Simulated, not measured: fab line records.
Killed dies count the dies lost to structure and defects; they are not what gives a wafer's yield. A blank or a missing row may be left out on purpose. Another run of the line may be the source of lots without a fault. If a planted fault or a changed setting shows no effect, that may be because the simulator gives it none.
fab line records	flow sky130
[record] lots = 6	wafers = 17	last_day = 50
route steps=708 shown RES_XHIGH@339 SD_N@342 SD_P@359 PAD_OPEN@708
lots that met no fault: from a run of the same line without faults
start_h: hours from the record's opening day to when the first of the lot's shown wafers began	wait_h: how many hours have passed since the lot's step before this one	" repeats the value in the row above	L1.1+2: a single row standing in for several wafers	- either no value or no given start	* or withheld: withheld	< > ~ a bound
route shown NAME@n: names a module that has steps shown in the file, with the first one's number in the route	usual: the fault-free wafers' mean and standard deviation	same: alike in all rows	chamber/n: place in a boat	sites: the reading at each site	_std_site: the values' standard deviation	_edge_site: the outer-site mean with the inner-site mean subtracted	radius_mm: how far each site lies from the wafer's centre	mask NAME#n: copy n	behind: the most recent tool/chamber to have shaped the wafer	hold: what put the lot on hold/how long, in hours/how the hold closed	device: the transistor (n, p or np) that didn't switch	end of line: the route-end tests of the same wafers	where a step has no rows: the recipe by itself	killed: the dies lost at the first sort to structure and to defects; this is not the yield of the wafer	map: a wafer's dies, x killed, . not, _ none there
set.NAME: the setting that was run; set.NAME@STEP: the one run at that earlier step	model.NAME: the simulator's own value behind a step, which no gauge read
lots seen at some steps along the route; tables by step, rows by wafer
services: from which hour (start_h, from the record's first day; less than 0 if before it) a tool's chamber was out of use, for how many hours, and why
[[steps]]
[step SKY_RES_XHIGH_IMPLANT_07]
[recipe] species = BF2	energy_kev = 20	dose_cm2 = 3.6e+14	tilt_deg = 0
[step SKY_RES_XHIGH_STRIP_08]
[recipe] chemistry = O2/N2	power_w = 1400	pressure_mtorr = 1500	platen_temp_c = withheld	o2_flow_sccm = 3000	n2_flow_sccm = 300	overash_fraction = 0.5
[usual] drypump_motor_current_A = 5.6/0.59	oes_product_au = 0.710/0.0046	strip_time_to_endpoint_s = 14.29/0.038
lot.wafer	tool	chamber	start_h	wait_h	drypump_motor_current_A	oes_product_au	rf_hours_counter_h	strip_time_to_endpoint_s
L891.1	plasma_asher-02	0	644.18	0.1	4.9	0.709	17	14.33
L891.2	"	1	"	"	5.6	0.706	17	14.31
L891.4	"	0	"	"	4.9	0.709	-	14.32
L897.1	plasma_asher-03	0	697.56	0.1	6.1	0.704	86	14.31
L897.2	"	1	"	"	5.1	0.711	86	14.20
L897.3	"	1	"	"	5.1	0.706	-	14.25
L899.1	plasma_asher-01	0	708.33	0.1	6.6	0.712	61	14.30
L899.3	"	1	"	"	5.5	0.707	-	14.27
L899.5	"	1	"	"	5.5	0.710	-	14.30
L904.3	plasma_asher-02	1	747.18	0.1	5.6	0.704	-	14.28
L904.4	"	0	"	"	4.9	0.714	-	14.29
L904.6	"	1	"	"	5.5	0.701	-	14.31
L906.3	plasma_asher-03	1	795.01	0.1	5.1	0.714	-	14.32
L906.4	"	0	"	"	6.1	0.714	-	14.36
L911.3	plasma_asher-02	0	804.10	0.1	4.9	0.713	-	14.31
L911.5	"	0	"	"	4.9	0.716	-	14.27
L911.6	"	1	"	"	5.5	0.704	-	14.30
[step SKY_RES_XHIGH_TW_MEAS_09]
[usual] RES_XHIGH_TW = 1635/18
lot.wafer	tool	chamber	start_h	wait_h	RES_XHIGH_TW
L891.1	film_metro-04	-	644.28	0.1	1619
L891.2	"	-	"	"	1623
L891.4	"	-	"	"	1621
L897.1	film_metro-04	-	697.66	0.1	1625
L897.2	"	-	"	"	1621
L897.3	"	-	"	"	1622
L899.1	film_metro-03	-	708.43	0.1	1653
L899.3	"	-	"	"	1658
L899.5	"	-	"	"	1661
L904.3	film_metro-02	-	747.27	0.1	1642
L904.4	"	-	"	"	1644
L904.6	"	-	"	"	1642
L906.3	film_metro-04	-	795.10	0.1	1623
L906.4	"	-	"	"	1632
L911.3	film_metro-03	-	804.18	0.1	1663
L911.5	"	-	"	"	1665
L911.6	"	-	"	"	1674
[step SKY_SD_N_DEHYDRATE_00]
[recipe] temp_c = 200	time_s = 60
[step SKY_SD_N_HMDS_01]
[recipe] prime_time_s = 60	prime_temp_c = 120
[step SKY_SD_N_COAT_02]
[recipe] resist = NOVOLAK	spin_rpm = 3000	resist_thk_nm = 1140
[step SKY_SD_N_SOFTBAKE_03]
[recipe] temp_c = 90	time_s = 60	resist = NOVOLAK
[step SKY_SD_N_EXPOSE_04]
[recipe] mask_id = NSDM	na = 0.6	source_shape = conventional	sigma_outer = 0.6	polarization = unpolarized	target_cd_nm = 380	dose_mj = 141
[step SKY_SD_N_PEB_05]
[recipe] temp_c = withheld	time_s = *	resist = NOVOLAK
[step SKY_SD_N_DEVELOP_06]
[recipe] resist = NOVOLAK	developer = TMAH	develop_time_s = 60	dev_temp_c = 23
[step SKY_SD_N_CD_MEAS_07]
[recipe] target_cd_nm = 380
[usual] cd_nm = 377.8/2.4
lot.wafer	tool	chamber	start_h	wait_h	cd_nm
L891.1	cd_sem-02	-	672.40	0.1	373.8
L891.2	"	-	"	"	371.4
L891.4	"	-	"	"	372.8
L897.1	cd_sem-02	-	724.26	0.1	379.8
L897.2	"	-	"	"	377.0
L897.3	"	-	"	"	379.9
L899.1	cd_sem-02	-	735.37	0.1	378.0
L899.3	"	-	"	"	378.6
L899.5	"	-	"	"	378.6
L904.3	cd_sem-02	-	772.76	0.1	372.2
L904.4	"	-	"	"	373.7
L904.6	"	-	"	"	371.3
L906.3	cd_sem-02	-	821.44	0.1	379.2
L906.4	"	-	"	"	378.0
L911.3	cd_sem-02	-	829.76	0.1	379.1
L911.5	"	-	"	"	376.9
L911.6	"	-	"	"	377.4
[step SKY_SD_N_OVL_MEAS_08]
[usual] SD_N_OVL = -0.6/1.7
lot.wafer	tool	chamber	start_h	wait_h	SD_N_OVL[nm]
L891.1	overlay-02	-	672.52	0.1	-0.4
L891.2	"	-	"	"	0.1
L891.4	"	-	"	"	-1.9
L897.1	overlay-01	-	724.38	0.1	-1.2
L897.2	"	-	"	"	-2.2
L897.3	"	-	"	"	0.7
L899.1	overlay-02	-	735.49	0.1	-4.1
L899.3	"	-	"	"	-5.0
L899.5	"	-	"	"	-4.5
L904.3	overlay-02	-	772.85	0.1	-1.1
L904.4	"	-	"	"	0.0
L904.6	"	-	"	"	-0.4
L906.3	overlay-01	-	821.53	0.1	-2.9
L906.4	"	-	"	"	-1.9
L911.3	overlay-01	-	829.85	0.1	-1.1
L911.5	"	-	"	"	-0.7
L911.6	"	-	"	"	-1.6
[step SKY_SD_N_IMPLANT_09]
[recipe] species = As	energy_kev = 50	dose_cm2 = 4e+15	tilt_deg = 0
[usual] beam_energy_keV = 50.004/0.016	end_station_pressure_torr = 1.3e-05/9.7e-07
lot.wafer	tool	chamber	start_h	wait_h	beam_energy_keV	end_station_pressure_torr	model.implant.rp_nm	model.implant.drp_nm
L891.1	implanter-02	0	672.55	0.0	49.983	1.33e-05	31.87	14.11
L891.2	"	0	"	"	50.001	1.33e-05	31.87	14.11
L891.4	"	0	"	"	50.011	1.44e-05	31.87	14.11
L897.1	implanter-03	0	724.42	0.0	53.173	1.26e-05	33.77	14.78
L897.2	"	0	"	"	53.139	1.24e-05	33.77	14.78
L897.3	"	0	"	"	53.179	1.27e-05	33.77	14.78
L899.1	implanter-03	0	735.53	0.0	53.190	1.19e-05	32.98	14.78
L899.3	"	0	"	"	53.178	1.15e-05	32.98	14.78
L899.5	"	0	"	"	53.198	1.3e-05	32.98	14.78
L904.3	implanter-02	0	772.93	0.1	50.000	1.3e-05	31.7	14.11
L904.4	"	0	"	"	50.005	1.42e-05	31.7	14.11
L904.6	"	0	"	"	50.042	1.3e-05	31.7	14.11
L906.3	implanter-03	0	821.60	0.1	50.023	1.28e-05	31.94	14.11
L906.4	"	0	"	"	50.000	1.15e-05	31.94	14.11
L911.3	implanter-03	0	829.93	0.1	49.997	1.21e-05	32.29	14.11
L911.5	"	0	"	"	50.011	1.35e-05	32.29	14.11
L911.6	"	0	"	"	50.034	1.27e-05	32.29	14.11
[step SKY_SD_N_IMPLANT_10]
[recipe] species = P	energy_kev = 20	dose_cm2 = 1e+14	tilt_deg = 0
[step SKY_SD_N_STRIP_11]
[recipe] chemistry = O2/N2	power_w = 1400	pressure_mtorr = 1500	platen_temp_c = withheld	o2_flow_sccm = 3000	n2_flow_sccm = 300	overash_fraction = 0.5
[usual] drypump_motor_current_A = 5.8/0.55	oes_product_au = 0.527/0.005	strip_time_to_endpoint_s = 22.57/0.047
lot.wafer	tool	chamber	start_h	wait_h	drypump_motor_current_A	oes_product_au	rf_hours_counter_h	strip_time_to_endpoint_s
L891.1	plasma_asher-01	0	672.85	0.1	6.6	0.526	58	22.57
L891.2	"	1	"	"	5.5	0.524	58	22.59
L891.4	"	1	"	"	5.4	0.518	-	22.60
L897.1	plasma_asher-02	1	724.72	0.1	5.5	0.517	25	23.10
L897.2	"	0	"	"	4.9	0.522	25	23.07
L897.3	"	1	"	"	5.6	0.518	-	23.07
L899.1	plasma_asher-01	1	735.83	0.1	5.4	0.523	64	23.06
L899.3	"	1	"	"	5.5	0.525	-	23.02
L899.5	"	0	"	"	6.6	0.519	-	23.09
L904.3	plasma_asher-01	0	773.21	0.1	6.6	0.518	-	22.52
L904.4	"	1	"	"	5.5	0.525	-	22.53
L904.6	"	1	"	"	5.4	0.532	-	22.54
L906.3	plasma_asher-04	0	821.89	0.1	5.7	0.530	-	22.57
L906.4	"	1	"	"	6.1	0.526	-	22.55
L911.3	plasma_asher-04	1	830.21	0.1	6.1	0.528	-	22.55
L911.5	"	0	"	"	5.8	0.528	-	22.61
L911.6	"	1	"	"	6.1	0.528	-	22.60
[step SKY_SD_N_TW_MEAS_12]
[usual] SD_N_TW = 3978/43
lot.wafer	tool	chamber	start_h	wait_h	SD_N_TW
L891.1	film_metro-04	-	672.95	0.1	3914
L891.2	"	-	"	"	3920
L891.4	"	-	"	"	3942
L897.1	film_metro-04	-	724.82	0.1	3982
L897.2	"	-	"	"	3988
L897.3	"	-	"	"	3978
L899.1	film_metro-04	-	735.93	0.1	3969
L899.3	"	-	"	"	3961
L899.5	"	-	"	"	3965
L904.3	film_metro-02	-	773.30	0.1	3982
L904.4	"	-	"	"	3966
L904.6	"	-	"	"	3984
L906.3	film_metro-03	-	821.97	0.1	4028
L906.4	"	-	"	"	3990
L911.3	film_metro-02	-	830.30	0.1	3992
L911.5	"	-	"	"	3984
L911.6	"	-	"	"	3983
[step SKY_SD_N_CLEAN_13]
[recipe] chemistry = SC1/SC2	mix = 1:4:20	temp_c = 70	time_s = 150	dry = n2_spin
[step SKY_SD_N_RTA_14]
[recipe] temp_c = 1075	time_s = 2	idle_temp_c = 650	ramp_up_c_per_s = 150	ramp_down_c_per_s = 90	ambient = N2
[usual] lamp_power_pct = 15.74/0.054	wafer_temp_C_max = 1078.1/1.4
lot.wafer	tool	chamber	start_h	wait_h	lamp_power_pct	wafer_temp_C_max
L891.1	rtp_anneal-02	0	673.06	0.0	15.66	1078.2
L891.2	"	0	"	"	15.68	1079.4
L891.4	"	0	"	"	15.70	1078.2
L897.1	rtp_anneal-02	0	724.93	0.0	15.64	1079.6
L897.2	"	0	"	"	15.64	1077.2
L897.3	"	0	"	"	15.71	1078.2
L899.1	rtp_anneal-02	0	736.05	0.0	15.64	1078.2
L899.3	"	0	"	"	15.76	1076.3
L899.5	"	0	"	"	15.66	1079.0
L904.3	rtp_anneal-01	0	773.40	0.0	15.74	1077.4
L904.4	"	0	"	"	15.71	1077.0
L904.6	"	0	"	"	15.75	1077.1
L906.3	rtp_anneal-02	0	822.08	0.0	15.79	1077.2
L906.4	"	0	"	"	15.75	1079.5
L911.3	rtp_anneal-02	0	830.41	0.0	15.71	1077.9
L911.5	"	0	"	"	15.77	1076.4
L911.6	"	0	"	"	15.67	1076.5
[step SKY_SD_N_RS_MEAS_16]
[recipe] thk_meas_gauge = four-point-probe
[usual] SD_N_RS = 68.60/0.12
lot.wafer	tool	chamber	start_h	wait_h	SD_N_RS[ohm/sq]
L891.1	film_metro-03	-	673.24	0.1	68.57
L891.2	"	-	"	"	68.68
L891.4	"	-	"	"	68.56
L897.1	film_metro-03	-	725.10	0.1	66.48
L897.2	"	-	"	"	66.51
L897.3	"	-	"	"	66.37
L899.1	film_metro-02	-	736.22	0.1	66.32
L899.3	"	-	"	"	66.27
L899.5	"	-	"	"	66.41
L904.3	film_metro-02	-	773.60	0.1	68.80
L904.4	"	-	"	"	68.68
L904.6	"	-	"	"	68.74
L906.3	film_metro-02	-	822.28	0.1	68.54
L906.4	"	-	"	"	68.67
L911.3	film_metro-04	-	830.60	0.1	68.39
L911.5	"	-	"	"	68.43
L911.6	"	-	"	"	68.35
[step SKY_SD_N_RS_MEAS_17]
[recipe] thk_meas_gauge = four-point-probe
[usual] SD_P_RS = 147.2/0.42
lot.wafer	tool	chamber	start_h	wait_h	SD_P_RS[ohm/sq]
L891.1	film_metro-03	-	673.36	0.1	147.7
L891.2	"	-	"	"	147.0
L891.4	"	-	"	"	146.8
L897.1	film_metro-03	-	725.22	0.1	147.8
L897.2	"	-	"	"	147.2
L897.3	"	-	"	"	147.2
L899.1	film_metro-02	-	736.34	0.1	147.4
L899.3	"	-	"	"	147.2
L899.5	"	-	"	"	147.3
L904.3	film_metro-02	-	773.72	0.1	147.4
L904.4	"	-	"	"	147.9
L904.6	"	-	"	"	147.5
L906.3	film_metro-02	-	822.40	0.1	147.1
L906.4	"	-	"	"	147.4
L911.3	film_metro-04	-	830.72	0.1	146.7
L911.5	"	-	"	"	146.8
L911.6	"	-	"	"	146.5
[step SKY_PAD_OPEN_PROBE_99]
[usual] killed_at_M0_to_M3 = 44/6.9	killed_at_M4_up = 3.3/2	killed_at_contacts = 25/5.4	killed_at_front_end = 16/4.6	killed_at_other = 0.2/0.51	killed_dies = 88/8.9	killed_open = 48/6.8	killed_short = 39/5.8
[same] gross_dies = 492	killed_at_back_side = 0
lot.wafer	tool	chamber	start_h	wait_h	killed_at_M0_to_M3	killed_at_M4_up	killed_at_contacts	killed_at_front_end	killed_at_other	killed_dies	killed_open	killed_short	model.etest.res_ndiff.rs_ohm_sq	model.etest.res_ndiff_hv.rs_ohm_sq
L891.1	prober-01	-	1095.96	0.1	39	4	27	19	1	90	43	47	121	114.3
L891.2	prober-01	-	1096.01	0.1	42	5	23	15	0	85	41	44	121	115.1
L891.4	prober-01	-	1096.11	0.2	43	1	28	16	0	88	42	46	120.9	114
L897.1	prober-01	-	1135.61	0.1	49	7	20	9	0	85	47	34	117.7	111.8
L897.2	prober-01	-	1135.66	0.1	42	7	25	16	0	90	50	39	117.2	110.9
L897.3	prober-01	-	1135.71	0.2	51	4	16	14	0	85	48	37	118	110.5
L899.1	prober-01	-	1138.86	0.1	44	1	24	16	0	85	44	39	117.6	111.9
L899.3	prober-01	-	1138.96	0.2	59	1	18	18	0	96	43	53	119.2	112.6
L899.5	prober-01	-	1139.06	0.2	48	5	26	21	0	100	53	45	119.6	111.6
L904.3	prober-02	-	1169.50	0.2	40	6	29	15	0	90	47	43	122.2	115.6
L904.4	prober-02	-	1169.55	0.2	41	3	21	9	0	74	38	36	122.1	115.4
L904.6	prober-02	-	1169.65	0.2	40	2	17	17	0	76	38	38	122.1	114.8
L906.3	prober-02	-	1199.88	0.2	31	4	25	20	0	80	45	35	119.7	114.2
L906.4	prober-02	-	1199.93	0.2	52	2	18	22	0	94	58	35	120.5	114.5
L911.3	prober-02	-	1201.31	0.2	51	7	36	9	0	103	60	43	120.4	114.8
L911.5	prober-02	-	1201.41	0.2	34	3	42	17	0	96	47	48	120.5	113.9
L911.6	prober-02	-	1201.46	0.2	37	2	31	7	0	77	54	23	121.1	114.8
// killed by level:class
L891.1 LOCAL_INTERCONNECT:geometric_particle:short=8 CONTACT:geometric_particle:short=8 METAL2:geometric_particle:short=8 FIELD_ISO:geometric_particle:open=6 LI_CONTACT:geometric_particle:open=6 VIA2:geometric_particle:open=5 POLY_GATE:geometric_particle:open=4 POLY_GATE:geometric_particle:short=4
L891.2 METAL2:geometric_particle:short=10 FIELD_ISO:geometric_particle:open=7 LI_CONTACT:geometric_particle:open=7 CONTACT:geometric_particle:short=6 VIA1:geometric_particle:open=6 VIA3:geometric_particle:short=6 CONTACT:geometric_particle:open=5 METAL1:geometric_particle:short=4
L891.4 LI_CONTACT:geometric_particle:open=9 VIA2:geometric_particle:open=9 VIA1:geometric_particle:short=8 CONTACT:geometric_particle:open=8 VIA1:geometric_particle:open=7 POLY_GATE:geometric_particle:short=6 METAL2:geometric_particle:short=6 METAL3:geometric_particle:short=6
L897.1 VIA1:geometric_particle:open=13 LI_CONTACT:geometric_particle:open=10 METAL1:geometric_particle:short=7 CONTACT:geometric_particle:open=6 VIA3:geometric_particle:open=6 FIELD_ISO:geometric_particle:open=5 METAL2:geometric_particle:short=5 VIA1:geometric_particle:short=5
L897.2 VIA1:geometric_particle:open=15 CONTACT:geometric_particle:open=11 FIELD_ISO:geometric_particle:open=8 VIA1:geometric_particle:short=7 METAL4:geometric_particle:short=6 LI_CONTACT:geometric_particle:open=6 METAL1:geometric_particle:short=5 METAL2:geometric_particle:short=4
L897.3 VIA1:geometric_particle:open=12 METAL1:geometric_particle:short=8 VIA2:geometric_particle:open=8 VIA3:geometric_particle:open=7 FIELD_ISO:geometric_particle:open=6 LI_CONTACT:geometric_particle:open=4 CONTACT:geometric_particle:short=4 VIA3:geometric_particle:short=3
L899.1 VIA1:geometric_particle:open=11 VIA1:geometric_particle:short=11 LI_CONTACT:geometric_particle:open=8 CONTACT:geometric_particle:open=6 METAL2:geometric_particle:short=5 VIA2:geometric_particle:open=5 CONTACT:geometric_particle:short=4 VIA2:geometric_particle:short=4
L899.3 METAL1:geometric_particle:short=11 VIA1:geometric_particle:open=8 VIA2:geometric_particle:open=8 METAL2:geometric_particle:short=7 VIA3:geometric_particle:open=7 CONTACT:geometric_particle:short=6 VIA1:geometric_particle:short=6 FIELD_ISO:geometric_particle:open=5
L899.5 CONTACT:geometric_particle:open=11 VIA1:geometric_particle:open=11 VIA3:geometric_particle:open=10 VIA3:geometric_particle:short=7 POLY_GATE:geometric_particle:short=6 LI_CONTACT:geometric_particle:open=6 LOCAL_INTERCONNECT:geometric_particle:short=6 METAL2:geometric_particle:short=6
L904.3 CONTACT:geometric_particle:open=10 CONTACT:geometric_particle:short=7 VIA1:geometric_particle:open=7 VIA2:geometric_particle:open=7 LI_CONTACT:geometric_particle:open=6 VIA1:geometric_particle:short=6 METAL4:geometric_particle:short=6 FIELD_ISO:geometric_particle:open=5
L904.4 VIA2:geometric_particle:open=9 VIA3:geometric_particle:open=8 CONTACT:geometric_particle:open=7 VIA1:geometric_particle:open=5 CONTACT:geometric_particle:short=5 VIA3:geometric_particle:short=5 LI_CONTACT:geometric_particle:open=4 METAL2:geometric_particle:short=4
L904.6 METAL1:geometric_particle:short=7 VIA1:geometric_particle:open=7 FIELD_ISO:geometric_particle:open=6 CONTACT:geometric_particle:open=6 VIA2:geometric_particle:open=6 LOCAL_INTERCONNECT:geometric_particle:short=4 VIA1:geometric_particle:short=4 VIA2:geometric_particle:short=4
L906.3 VIA1:geometric_particle:open=9 CONTACT:geometric_particle:short=9 FIELD_ISO:geometric_particle:open=8 LI_CONTACT:geometric_particle:open=6 POLY_GATE:geometric_particle:short=5 CONTACT:geometric_particle:open=5 VIA2:geometric_particle:open=5 VIA1:geometric_particle:short=4
L906.4 VIA1:geometric_particle:open=9 CONTACT:geometric_particle:open=9 VIA2:geometric_particle:open=9 FIELD_ISO:geometric_particle:short=8 FIELD_ISO:geometric_particle:open=6 POLY_GATE:geometric_particle:open=6 VIA3:geometric_particle:open=6 METAL2:geometric_particle:short=6
L911.3 CONTACT:geometric_particle:open=16 VIA1:geometric_particle:open=12 LI_CONTACT:geometric_particle:open=8 VIA2:geometric_particle:open=7 VIA3:geometric_particle:open=7 METAL3:geometric_particle:short=6 METAL4:geometric_particle:short=6 CONTACT:geometric_particle:short=5
L911.5 CONTACT:geometric_particle:open=15 LOCAL_INTERCONNECT:geometric_particle:short=8 LI_CONTACT:geometric_particle:open=7 VIA1:geometric_particle:open=7 POLY_GATE:geometric_particle:short=6 FIELD_ISO:geometric_particle:short=5 LI_CONTACT:geometric_particle:short=5 CONTACT:geometric_particle:short=5
L911.6 CONTACT:geometric_particle:open=12 VIA1:geometric_particle:open=11 VIA3:geometric_particle:open=10 LI_CONTACT:geometric_particle:open=9 VIA2:geometric_particle:open=5 CONTACT:geometric_particle:short=4 METAL3:geometric_particle:short=4 POLY_GATE:geometric_particle:open=3
[[services]]
tool	chamber	start_h	hours	kind
plasma_asher-03	-	629.14	1.8	repair
implanter-02	-	645.85	1.7	repair
plasma_asher-03	-	654.65	7.1	repair
plasma_asher-04	-	685.78	0.7	repair
plasma_asher-01	-	705.27	3.0	repair
plasma_asher-03	-	710.59	2.8	pm
implanter-03	-	719.66	1.3	repair
plasma_asher-04	-	733.75	9.0	pm
plasma_asher-04	0	733.75	9.0	vent_cycle
plasma_asher-04	1	733.75	9.0	vent_cycle
plasma_asher-04	0	742.75	-	clean
plasma_asher-04	1	742.75	-	clean
implanter-02	-	773.41	7.9	repair
implanter-02	-	773.46	2.7	repair
implanter-02	-	774.91	3.4	repair
implanter-03	-	780.38	3.5	repair
rtp_anneal-02	-	795.06	3.6	pm
plasma_asher-03	-	807.09	1.6	repair
plasma_asher-01	-	811.22	5.8	repair
plasma_asher-03	-	820.61	0.4	repair
[[key]]
[first_sign] step = SKY_SD_N_IMPLANT_09	reading = beam_energy_keV	direction = up	sigmas = 99+	usual = *	struck = *
[effect] step = SKY_SD_N_STRIP_11	reading = strip_time_to_endpoint_s	direction = up	sigmas = 11	usual = *	struck = *
[effect] step = SKY_SD_N_RS_MEAS_16	reading = SD_N_RS	direction = down	sigmas = 18	usual = 68.60	struck = 66.40
[model_effect] step = SKY_SD_N_IMPLANT_09	value = implant.rp_nm	without = 31.74	struck = 33.38
[model_effect] step = SKY_PAD_OPEN_PROBE_99	value = etest.res_ndiff.rs_ohm_sq	without = 121.5	struck = 118.2
met_at SKY_SD_N_IMPLANT_09
struck_wafers L897.1,L897.2,L897.3,L899.1,L899.3,L899.5
tester_left_out L897,L899
[fault] kind = process_parameter_drift	tool = implanter-03	chamber = -	onset_h = 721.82	steps = SKY_SD_N_IMPLANT_09	channel = energy_kev	offset = *	shape = step	end_h = 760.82	acts_in = *	stated = *
// tester_left_out: of these lots the tester's yield and bins aren't shown, on N5 and GAA mostly nor the transistor test; their killed dies are dies lost to structure and defects alone, not to doping, threshold or leakage, so they don't give the yield
